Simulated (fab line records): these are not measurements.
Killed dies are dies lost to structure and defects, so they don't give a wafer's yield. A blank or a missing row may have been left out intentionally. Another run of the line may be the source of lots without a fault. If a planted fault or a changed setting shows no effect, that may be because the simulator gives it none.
Which tool did it?    flow gf180mcu    39 wafers from 13 lots sampled at 6 of the route's 602 steps

## WHAT THE GAUGES READ, wafer by wafer
GF_HV_LDD_OVL_MEAS_20. Usual: HV_LDD_01_OVL -0.5 nm, standard deviation 1.3.
lot   measured      on          HV_LDD_01_OVL (nm)  flag
L159  day 10 19:40  overlay-02  -1.3 -1.4 -1.4      
L160  day 11 01:40  overlay-02  0.8 0.1 0.1         
L161  day 11 08:23  overlay-01  0.2 0.7 0.8         
L164  day 12 10:34  overlay-01  -0.5 -1.4 0.2       
L165  day 12 16:13  overlay-01  -0.7 -1.8 -1.6      
L171  day 14 17:52  overlay-02  -0.8 -1.7 -1.3      
L172  day 15 02:13  overlay-01  -0.7 -2.0 0.0       
L175  day 15 23:28  overlay-02  -1.9 0.5 -0.8       
L176  day 16 04:31  overlay-02  -0.6 -2.7 -1.9      
L177  day 16 18:08  overlay-02  -0.9 -1.1 0.3       
L178  day 16 23:31  overlay-02  2.1 0.2 1.2         
L180  day 17 12:01  overlay-01  -0.8 -0.3 -0.6      
L182  day 18 07:49  overlay-01  -0.6 -1.4 0.0       

GF_HV_LDD_THK_MEAS_57. Usual: HV_LDD_CVD_56_THK 90.1 nm, standard deviation 0.79.
lot   measured      on            HV_LDD_CVD_56_THK (nm)  flag
L159  day 12 14:22  filmMetro-02  90.1 90.4 90.5          
L160  day 12 20:52  filmMetro-02  89.9 90.4 90.0          
L161  day 13 04:44  filmMetro-02  90.5 90.5 90.9          
L164  day 14 08:13  filmMetro-04  89.5 90.0 89.3          
L165  day 14 13:46  filmMetro-01  89.2 89.6 90.0          
L171  day 16 17:18  filmMetro-04  89.1 89.4 89.6          
L172  day 17 03:47  filmMetro-04  90.9 90.7 90.9          
L175  day 18 02:29  filmMetro-02  90.0 90.2 89.3          
L176  day 18 06:59  filmMetro-01  90.5 90.8 89.6          
L177  day 18 21:54  filmMetro-01  90.7 90.0 90.7          
L178  day 19 03:04  filmMetro-04  89.9 89.4 89.7          
L180  day 19 16:19  filmMetro-04  89.5 89.6 90.1          
L182  day 20 12:48  filmMetro-04  89.4 89.4 89.9          

GF_PSD_RS_MEAS_14: the measuring method here is four-point-probe. Usual: NSD_RS 46.14 ohm/sq, standard deviation 0.093.
lot   measured      on            NSD_RS (ohm/sq)    flag
L159  day 14 07:12  filmMetro-01  46.12 46.10 46.12  
L160  day 14 15:12  filmMetro-04  46.19 46.20 46.13  
L161  day 14 22:31  filmMetro-03  46.20 46.18 46.12  
L164  day 16 03:58  filmMetro-04  46.25 46.20 46.12  
L165  day 16 08:51  filmMetro-03  46.08 45.98 46.03  
L171  day 18 16:30  filmMetro-04  44.78 44.80 44.80  OFF
L172  day 19 03:50  filmMetro-04  44.80 44.84 44.76  OFF
L175  day 20 04:02  filmMetro-04  46.04 46.17 46.10  
L176  day 20 08:50  filmMetro-03  46.02 46.16 45.98  
L177  day 21 00:05  filmMetro-03  46.03 45.98 46.08  
L178  day 21 05:04  filmMetro-04  46.20 46.10 46.19  
L180  day 21 17:47  filmMetro-04  46.13 45.99 46.03  
L182  day 22 14:18  filmMetro-01  46.21 46.22 46.29  

GF_PSD_RS_MEAS_15: the measuring method here is four-point-probe. Usual: PSD_RS 108.56 ohm/sq, standard deviation 0.28.
lot   measured      on            PSD_RS (ohm/sq)       flag
L159  day 14 07:19  filmMetro-01  108.63 108.47 108.69  
L160  day 14 15:19  filmMetro-04  108.54 108.54 108.68  
L161  day 14 22:38  filmMetro-03  108.56 108.38 108.74  
L164  day 16 04:05  filmMetro-04  109.07 108.79 108.81  
L165  day 16 08:58  filmMetro-03  108.51 108.38 108.25  
L171  day 18 16:37  filmMetro-04  105.72 105.71 105.67  OFF
L172  day 19 03:58  filmMetro-04  105.47 105.49 105.53  OFF
L175  day 20 04:09  filmMetro-04  107.95 108.50 108.32  
L176  day 20 08:58  filmMetro-03  108.22 108.31 108.41  
L177  day 21 00:13  filmMetro-03  108.62 108.23 108.37  
L178  day 21 05:11  filmMetro-04  108.49 108.30 108.59  
L180  day 21 17:54  filmMetro-04  108.25 108.11 107.86  
L182  day 22 14:25  filmMetro-01  108.61 108.83 108.75  

## TOOL THAT RAN EACH LOT (tool first, then ch and the chambers of the sampled wafers, then the start)
lot   GF_HV_LDD_RTA_52                 GF_PSD_RTA_13
L159  rtpAnneal-01 ch 0, day 12 11:40  rtpAnneal-02 ch 0, day 14 07:07
L160  rtpAnneal-01 ch 0, day 12 18:10  rtpAnneal-01 ch 0, day 14 15:07
L161  rtpAnneal-01 ch 0, day 13 02:02  rtpAnneal-02 ch 0, day 14 22:22
L164  rtpAnneal-01 ch 0, day 14 05:01  rtpAnneal-02 ch 0, day 16 03:49
L165  rtpAnneal-02 ch 0, day 14 11:01  rtpAnneal-01 ch 0, day 16 08:46
L171  rtpAnneal-01 ch 0, day 16 14:37  rtpAnneal-02 ch 0, day 18 16:25
L172  rtpAnneal-02 ch 0, day 16 23:52  rtpAnneal-02 ch 0, day 19 03:46
L175  rtpAnneal-01 ch 0, day 17 22:34  rtpAnneal-01 ch 0, day 20 03:56
L176  rtpAnneal-01 ch 0, day 18 03:04  rtpAnneal-01 ch 0, day 20 08:46
L177  rtpAnneal-01 ch 0, day 18 17:59  rtpAnneal-01 ch 0, day 21 00:00
L178  rtpAnneal-02 ch 0, day 19 00:22  rtpAnneal-01 ch 0, day 21 04:58
L180  rtpAnneal-01 ch 0, day 19 13:37  rtpAnneal-01 ch 0, day 21 17:42
L182  rtpAnneal-02 ch 0, day 20 10:07  rtpAnneal-01 ch 0, day 22 14:13
- GF_HV_LDD_RTA_52: time 10 s.
- GF_PSD_RTA_13: time 20 s.

## WHAT THE TOOLS THEMSELVES READ (means of the sampled wafers that have a number; where no wafer has one, the mark that the record gives instead)
GF_HV_LDD_RTA_52. Usual: lampPowerPct 30 %, standard deviation 3.5; wafer_temp_C_max 1004.7, standard deviation 0.97.
lot   tool          lampPowerPct (%)  wafer_temp_C_max  flag
L159  rtpAnneal-01  27                1005.6            
L160  rtpAnneal-01  27                1005.3            
L161  rtpAnneal-01  27                1003.8            
L164  rtpAnneal-01  27                1005.6            
L165  rtpAnneal-02  34                1004.1            
L171  rtpAnneal-01  27                1004.8            
L172  rtpAnneal-02  34                1003.5            
L175  rtpAnneal-01  27                1004.8            
L176  rtpAnneal-01  27                1004.5            
L177  rtpAnneal-01  27                1004.6            
L178  rtpAnneal-02  34                1004.1            
L180  rtpAnneal-01  27                1005.3            
L182  rtpAnneal-02  34                1003.9            

GF_PSD_RTA_13. Usual: lampPowerPct 32 %, standard deviation 3.6; runLengthS 49.0 s, standard deviation 0.8; wafer_temp_C_max 1029.8, standard deviation 1.1.
lot   tool          lampPowerPct (%)  runLengthS (s)  wafer_temp_C_max  flag
L159  rtpAnneal-02  35                49.0            1029.6            
L160  rtpAnneal-01  28                48.8            1031.6            
L161  rtpAnneal-02  35                51.1            1029.3            
L164  rtpAnneal-02  35                51.2            1029.7            
L165  rtpAnneal-01  28                48.5            1029.4            
L171  rtpAnneal-02  35                54.7            1029.5            OFF
L172  rtpAnneal-02  35                54.9            1028.5            OFF
L175  rtpAnneal-01  28                48.7            1030.2            
L176  rtpAnneal-01  28                48.8            1029.7            
L177  rtpAnneal-01  28                48.5            1029.9            
L178  rtpAnneal-01  28                48.6            1031.2            
L180  rtpAnneal-01  28                48.7            1030.0            
L182  rtpAnneal-01  28                48.8            1031.3            

## THE ANSWER, worked out from the rows above alone
Rule: a lot counts as off when the mean over its wafers that have a number is more than 3 standard deviations away from the usual mean. Also off: a lot with no number at a reading for which 4 or more lots have one. Where the step has rows for the other lots, those lots are counted as sound. First the gauges in route order, then the tools' own readings, where a lot's mean is used as printed above. At the first step where some lot is off, the reading lying furthest off is the one used; lots without a number count as furthest.
Off: L171, L172, seen at GF_PSD_RS_MEAS_14 (NSD_RS).
A tool fits if, at a process step before that reading, it ran every lot that is off, and no sound lot after the first of them. The gauges at GF_PSD_RS_MEAS_14 aren't tried: what is off there is off at GF_PSD_RTA_13 too, on other tools, and a gauge's error can't cause that. One candidate fits, namely rtpAnneal-02 at GF_PSD_RTA_13. A fault onset in the window from L164 (day 16 03:49, its last sound lot) to L171 (day 18 16:25, its first lot off) fits.
The tool's own readings at GF_PSD_RTA_13 bear it out: on the lots that are off they differ by more than 5 times the standard deviation of the sound lots' means. runLengthS reads 54.8 s there against 49.2 s on the sound lots.

## WHAT THE SIMULATOR PUT IN
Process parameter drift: rtpAnneal-02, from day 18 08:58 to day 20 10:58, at GF_PSD_RTA_13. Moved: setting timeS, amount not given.
Struck lots among those shown: L171, L172. This agrees with what the rule above found.
